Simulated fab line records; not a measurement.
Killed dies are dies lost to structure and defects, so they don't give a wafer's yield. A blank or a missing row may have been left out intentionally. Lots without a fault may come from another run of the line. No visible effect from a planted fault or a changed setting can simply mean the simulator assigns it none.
Which tool did it? / flow gf180mcu / 12 lots with 36 wafers sampled at 6 steps, on a route of 602 steps

## WHAT THE GAUGES READ, wafer by wafer
GF_DNWELL_TW_MEAS_09. Usual: DNWELL_TW gives 1360 (standard deviation 15).
lot=L465; measured=day 2 21:49; on=film metro-04; DNWELL_TW=1383 1374 1376; flag=
lot=L466; measured=day 3 00:13; on=film metro-02; DNWELL_TW=1336 1342 1339; flag=
lot=L467; measured=day 3 05:32; on=film metro-01; DNWELL_TW=1367 1370 1368; flag=
lot=L468; measured=day 3 09:20; on=film metro-01; DNWELL_TW=1369 1371 1367; flag=
lot=L473; measured=day 4 13:46; on=film metro-01; DNWELL_TW=1374 1368 1367; flag=
lot=L474; measured=day 4 22:22; on=film metro-01; DNWELL_TW=1372 1371 1372; flag=
lot=L476; measured=day 5 07:29; on=film metro-04; DNWELL_TW=1361 1372 1370; flag=
lot=L483; measured=day 6 18:53; on=film metro-01; DNWELL_TW=1371 1378 1364; flag=
lot=L484; measured=day 7 01:52; on=film metro-01; DNWELL_TW=1364 1375 1372; flag=
lot=L485; measured=day 7 06:08; on=film metro-01; DNWELL_TW=1377 1376 1376; flag=
lot=L486; measured=day 7 12:24; on=film metro-01; DNWELL_TW=1368 1357 1358; flag=
lot=L488; measured=day 7 21:30; on=film metro-01; DNWELL_TW=1359 1364 1367; flag=

GF_LVPWELL_OVL_MEAS_07. Usual: LVPWELL_OVL gives 0.5 nm (standard deviation 1.4).
lot=L465; measured=day 3 23:34; on=overlay-02; LVPWELL_OVL (nm)=1.9 -0.8 -0.9; flag=
lot=L466; measured=day 4 02:15; on=overlay-02; LVPWELL_OVL (nm)=1.5 1.7 2.6; flag=
lot=L467; measured=day 4 07:26; on=overlay-01; LVPWELL_OVL (nm)=-2.0 -1.2 -1.5; flag=
lot=L468; measured=day 4 12:44; on=overlay-01; LVPWELL_OVL (nm)=0.3 1.5 -0.2; flag=
lot=L473; measured=day 5 18:40; on=overlay-02; LVPWELL_OVL (nm)=-0.7 -0.3 2.7; flag=
lot=L474; measured=day 6 04:04; on=overlay-02; LVPWELL_OVL (nm)=1.0 2.3 1.1; flag=
lot=L476; measured=day 6 13:12; on=overlay-01; LVPWELL_OVL (nm)=0.5 0.6 -0.6; flag=
lot=L483; measured=day 8 03:22; on=overlay-01; LVPWELL_OVL (nm)=0.2 0.1 1.5; flag=
lot=L484; measured=day 8 09:47; on=overlay-02; LVPWELL_OVL (nm)=1.8 1.6 1.7; flag=
lot=L485; measured=day 8 15:13; on=overlay-01; LVPWELL_OVL (nm)=1.4 0.5 0.3; flag=
lot=L486; measured=day 8 20:49; on=overlay-02; LVPWELL_OVL (nm)=0.1 1.1 2.0; flag=
lot=L488; measured=day 9 07:13; on=overlay-01; LVPWELL_OVL (nm)=1.2 1.2 1.9; flag=

GF_VT_IMPLANT_RS_MEAS_47: a four-point-probe measurement. Usual: NWELL_RS gives 488.3 ohm/sq (standard deviation 1.4).
lot=L465; measured=day 7 18:56; on=film metro-02; NWELL_RS (ohm/sq)=490.3 490.9 488.8; flag=
lot=L466; measured=day 7 20:57; on=film metro-03; NWELL_RS (ohm/sq)=486.1 486.2 487.1; flag=
lot=L467; measured=day 8 03:01; on=film metro-02; NWELL_RS (ohm/sq)=487.9 488.5 485.7; flag=
lot=L468; measured=day 8 08:14; on=film metro-03; NWELL_RS (ohm/sq)=490.3 489.9 491.1; flag=
lot=L473; measured=day 9 20:22; on=film metro-03; NWELL_RS (ohm/sq)=487.3 487.3 488.3; flag=
lot=L474; measured=day 10 08:28; on=film metro-02; NWELL_RS (ohm/sq)=476.7 478.4 477.0 476.6 476.5 476.4; flag=OFF
lot=L476; measured=day 10 21:19; on=film metro-02; NWELL_RS (ohm/sq)=475.9 477.0 476.6 476.5 476.4 476.1; flag=OFF
lot=L483; measured=day 12 16:02; on=film metro-02; NWELL_RS (ohm/sq)=490.1 489.7 488.8; flag=
lot=L484; measured=day 12 23:53; on=film metro-02; NWELL_RS (ohm/sq)=486.4 487.4 487.3; flag=
lot=L485; measured=day 13 07:46; on=film metro-02; NWELL_RS (ohm/sq)=487.3 489.4 488.5; flag=
lot=L486; measured=day 13 13:36; on=film metro-02; NWELL_RS (ohm/sq)=487.8 489.7 488.7; flag=
lot=L488; measured=day 14 02:27; on=film metro-02; NWELL_RS (ohm/sq)=487.2 489.7 488.4; flag=

GF_VT_IMPLANT_RS_MEAS_48: a four-point-probe measurement. Usual: LVPWELL_RS gives 1198 ohm/sq (standard deviation 3.5).
lot=L465; measured=day 7 19:04; on=film metro-02; LVPWELL_RS (ohm/sq)=1201 1201 1201; flag=
lot=L466; measured=day 7 21:04; on=film metro-03; LVPWELL_RS (ohm/sq)=1189 1187 1190; flag=
lot=L467; measured=day 8 03:08; on=film metro-02; LVPWELL_RS (ohm/sq)=1200 1197 1197; flag=
lot=L468; measured=day 8 08:21; on=film metro-03; LVPWELL_RS (ohm/sq)=1202 1200 1198; flag=
lot=L473; measured=day 9 20:29; on=film metro-03; LVPWELL_RS (ohm/sq)=1204 1202 1203; flag=
lot=L474; measured=day 10 12:16; on=film metro-02; LVPWELL_RS (ohm/sq)=1196 1195 1195; flag=
lot=L476; measured=day 10 23:47; on=film metro-02; LVPWELL_RS (ohm/sq)=1200 1196 1196; flag=
lot=L483; measured=day 12 16:09; on=film metro-02; LVPWELL_RS (ohm/sq)=1205 1199 1202; flag=
lot=L484; measured=day 13 00:01; on=film metro-02; LVPWELL_RS (ohm/sq)=1194 1202 1201; flag=
lot=L485; measured=day 13 07:53; on=film metro-02; LVPWELL_RS (ohm/sq)=1199 1199 1195; flag=
lot=L486; measured=day 13 13:43; on=film metro-02; LVPWELL_RS (ohm/sq)=1199 1197 1194; flag=
lot=L488; measured=day 14 02:34; on=film metro-02; LVPWELL_RS (ohm/sq)=1200 1197 1201; flag=

## TOOL THAT RAN EACH LOT (tool first, then ch and the chambers of the sampled wafers, then the start)
lot=L465; GF_NWELL_IMPLANT_08=implanter-02 ch 0, day 3 10:15; GF_NWELL_STRIP_10=plasma asher-02 ch 0,1, day 3 10:33
lot=L466; GF_NWELL_IMPLANT_08=implanter-02 ch 0, day 3 12:58; GF_NWELL_STRIP_10=plasma asher-03 ch 0,1, day 3 13:15
lot=L467; GF_NWELL_IMPLANT_08=implanter-04 ch 0, day 3 18:15; GF_NWELL_STRIP_10=plasma asher-02 ch 0,1, day 3 18:32
lot=L468; GF_NWELL_IMPLANT_08=implanter-03 ch 0, day 3 22:24; GF_NWELL_STRIP_10=plasma asher-02 ch 0,1, day 3 22:42
lot=L473; GF_NWELL_IMPLANT_08=implanter-02 ch 0, day 5 03:53; GF_NWELL_STRIP_10=plasma asher-03 ch 0,1, day 5 04:11
lot=L474; GF_NWELL_IMPLANT_08=implanter-04 ch 0, day 5 13:03; GF_NWELL_STRIP_10=plasma asher-02 ch 1, day 5 13:21
lot=L476; GF_NWELL_IMPLANT_08=implanter-04 ch 0, day 5 21:32; GF_NWELL_STRIP_10=plasma asher-03 ch 0,1, day 5 21:50
lot=L483; GF_NWELL_IMPLANT_08=implanter-02 ch 0, day 7 10:24; GF_NWELL_STRIP_10=plasma asher-02 ch 0,1, day 7 10:42
lot=L484; GF_NWELL_IMPLANT_08=implanter-02 ch 0, day 7 17:29; GF_NWELL_STRIP_10=plasma asher-02 ch 0,1, day 7 17:44
lot=L485; GF_NWELL_IMPLANT_08=implanter-03 ch 0, day 7 22:12; GF_NWELL_STRIP_10=plasma asher-04 ch 0,1, day 7 22:30
lot=L486; GF_NWELL_IMPLANT_08=implanter-02 ch 0, day 8 04:04; GF_NWELL_STRIP_10=plasma asher-02 ch 0,1, day 8 04:20
lot=L488; GF_NWELL_IMPLANT_08=implanter-04 ch 0, day 8 14:02; GF_NWELL_STRIP_10=plasma asher-02 ch 0,1, day 8 14:18
- GF_NWELL_IMPLANT_08
- GF_NWELL_STRIP_10: strips in O2/N2.

## WHAT THE TOOLS THEMSELVES READ (means of the sampled wafers that have a number; where no wafer has one, the mark that the record gives instead)
GF_NWELL_IMPLANT_08. Usual: beam energy keV 449.95, standard deviation 0.13; dose ions cm2 1.5e+13, standard deviation 1.5e+10.
lot=L465; tool=implanter-02; beam energy keV=450.03; dose ions cm2=1.5e+13; flag=
lot=L466; tool=implanter-02; beam energy keV=449.82; dose ions cm2=1.5e+13; flag=
lot=L467; tool=implanter-04; beam energy keV=449.92; dose ions cm2=1.5e+13; flag=
lot=L468; tool=implanter-03; beam energy keV=449.98; dose ions cm2=1.5e+13; flag=
lot=L473; tool=implanter-02; beam energy keV=449.98; dose ions cm2=1.5e+13; flag=
lot=L474; tool=implanter-04; beam energy keV=515.44; dose ions cm2=1.5e+13; flag=OFF
lot=L476; tool=implanter-04; beam energy keV=515.49; dose ions cm2=1.5e+13; flag=OFF
lot=L483; tool=implanter-02; beam energy keV=450.02; dose ions cm2=1.5e+13; flag=
lot=L484; tool=implanter-02; beam energy keV=449.90; dose ions cm2=1.5e+13; flag=
lot=L485; tool=implanter-03; beam energy keV=449.67; dose ions cm2=1.5e+13; flag=
lot=L486; tool=implanter-02; beam energy keV=450.09; dose ions cm2=1.5e+13; flag=
lot=L488; tool=implanter-04; beam energy keV=449.91; dose ions cm2=1.5e+13; flag=

GF_NWELL_STRIP_10. Usual: drypump motor current A 6.0 A, standard deviation 0.34; heater power w 312 W, standard deviation 24; oes product au 0.723 a.u., standard deviation 0.0044; strip time to endpoint s 36.95 s, standard deviation 0.11.
lot=L465; tool=plasma asher-02; drypump motor current A (A)=6.3; heater power w (W)=295; oes product au (a.u.)=0.724; strip time to endpoint s (s)=36.90; flag=
lot=L466; tool=plasma asher-03; drypump motor current A (A)=5.8; heater power w (W)=319; oes product au (a.u.)=0.721; strip time to endpoint s (s)=36.96; flag=
lot=L467; tool=plasma asher-02; drypump motor current A (A)=6.2; heater power w (W)=290; oes product au (a.u.)=0.725; strip time to endpoint s (s)=36.84; flag=
lot=L468; tool=plasma asher-02; drypump motor current A (A)=6.3; heater power w (W)=299; oes product au (a.u.)=0.717; strip time to endpoint s (s)=37.10; flag=
lot=L473; tool=plasma asher-03; drypump motor current A (A)=5.7; heater power w (W)=322; oes product au (a.u.)=0.724; strip time to endpoint s (s)=36.82; flag=
lot=L474; tool=plasma asher-02; drypump motor current A (A)=6.2; heater power w (W)=283; oes product au (a.u.)=0.726; strip time to endpoint s (s)=37.16; flag=
lot=L476; tool=plasma asher-03; drypump motor current A (A)=5.8; heater power w (W)=335; oes product au (a.u.)=0.720; strip time to endpoint s (s)=36.91; flag=
lot=L483; tool=plasma asher-02; drypump motor current A (A)=6.2; heater power w (W)=292; oes product au (a.u.)=0.720; strip time to endpoint s (s)=36.89; flag=
lot=L484; tool=plasma asher-02; drypump motor current A (A)=6.2; heater power w (W)=293; oes product au (a.u.)=0.723; strip time to endpoint s (s)=36.92; flag=
lot=L485; tool=plasma asher-04; drypump motor current A (A)=5.4; heater power w (W)=339; oes product au (a.u.)=0.728; strip time to endpoint s (s)=37.04; flag=
lot=L486; tool=plasma asher-02; drypump motor current A (A)=6.2; heater power w (W)=290; oes product au (a.u.)=0.723; strip time to endpoint s (s)=36.84; flag=
lot=L488; tool=plasma asher-02; drypump motor current A (A)=6.3; heater power w (W)=292; oes product au (a.u.)=0.724; strip time to endpoint s (s)=36.90; flag=

## THE ANSWER, worked out from the rows above alone
Rule: a lot counts as off when the mean over its wafers that have a number is more than 3 standard deviations away from the usual mean. A lot without any number at a reading at which 4 lots or more have one is off too. Any other lot the step has rows for is counted as sound. First the gauges in route order, then the tools' own readings, where a lot's mean is used as printed above. At the first step where some lot is off, the reading lying furthest off is the one used; lots without a number count as furthest.
Off: at GF_VT_IMPLANT_RS_MEAS_47 (NWELL_RS), L474, L476.
A tool fits if, at a process step before that reading, it ran every lot that is off, and no sound lot after the first of them. The gauges at GF_VT_IMPLANT_RS_MEAS_47 aren't tried: what is off there is off at GF_NWELL_IMPLANT_08 too, on other tools, and a gauge's error can't cause that. None of those tried fits.

## WHAT HAD BEEN PUT IN BY THE SIMULATOR
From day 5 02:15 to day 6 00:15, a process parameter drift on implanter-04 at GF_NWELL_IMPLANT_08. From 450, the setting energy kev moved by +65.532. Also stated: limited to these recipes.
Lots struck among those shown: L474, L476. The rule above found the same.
